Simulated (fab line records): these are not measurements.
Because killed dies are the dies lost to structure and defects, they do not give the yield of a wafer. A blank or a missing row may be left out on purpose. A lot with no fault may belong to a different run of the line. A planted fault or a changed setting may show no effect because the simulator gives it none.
Chamber matching + flow gf180mcu + 3 sister chambers for GF_V5_CVD_02 on pecvd-02
The step deposits SiO2 from TEOS, target thk 1450 nm, time 163.28 s. 14 wafers are shown with their chamber, then 7 later ones without.

## WAFERS, EACH WITH ITS CHAMBER
| wafer  | chamber | heater power w (W) |
|--------|---------|--------------------|
| L795.3 | 1       | 621                |
| L795.5 | 1       | 695                |
| L795.6 | 2       | 562                |
| L796.2 | 1       | 639                |
| L796.3 | 2       | 669                |
| L796.5 | 0       | 502                |
| L799.1 | 0       | 595                |
| L799.4 | 1       | 606                |
| L799.6 | 0       | 486                |
| L801.1 | 1       | 691                |
| L801.3 | 2       | 567                |
| L801.6 | 0       | 621                |
| L802.1 | 2       | 598                |
| L802.2 | 1       | 661                |

SIGNATURES, as means of the wafers listed above
| reading        | chamber 0 | chamber 1 | chamber 2 | scatter within a chamber |
|----------------|-----------|-----------|-----------|--------------------------|
| heater power w | 551.00    | 652.17    | 599.00    | 50                       |
Rule: for a wafer and a chamber, the distance is found by dividing, reading by reading, the gap between the wafer's reading and the chamber's mean by the reading's scatter, squaring, summing and taking the root. If the next closest chamber is less than 2 further off than the closest, the wafer can't be placed; otherwise it belongs to the closest. The scatter is the square root of a quotient: the sum, over the shown wafers, of each reading's squared deviation from its chamber's mean, divided by wafers minus chambers.

## WAFERS WITH NO CHAMBER GIVEN
| wafer  | heater power w (W) |
|--------|--------------------|
| L802.3 | 544                |
| L809.1 | 650                |
| L809.2 | 663                |
| L809.4 | 739                |
| L814.1 | 708                |
| L814.3 | 595                |
| L814.6 | 610                |

## THE CHAMBER EACH PASSED THROUGH
| wafer  | from the rows above          | in truth |
|--------|------------------------------|----------|
| L802.3 | can't be placed: 0 or 2      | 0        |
| L809.1 | can't be placed: 1 or 2 or 0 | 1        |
| L809.2 | can't be placed: 1 or 2      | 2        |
| L809.4 | can't be placed: 1 or 2      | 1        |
| L814.1 | can't be placed: 1 or 2      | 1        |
| L814.3 | can't be placed: 2 or 0 or 1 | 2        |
| L814.6 | can't be placed: 2 or 1 or 0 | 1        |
Correct placement for 0 of the 7. These rows do not allow placing 7 (true chamber among the candidates in 7). Number placed wrongly: 0.
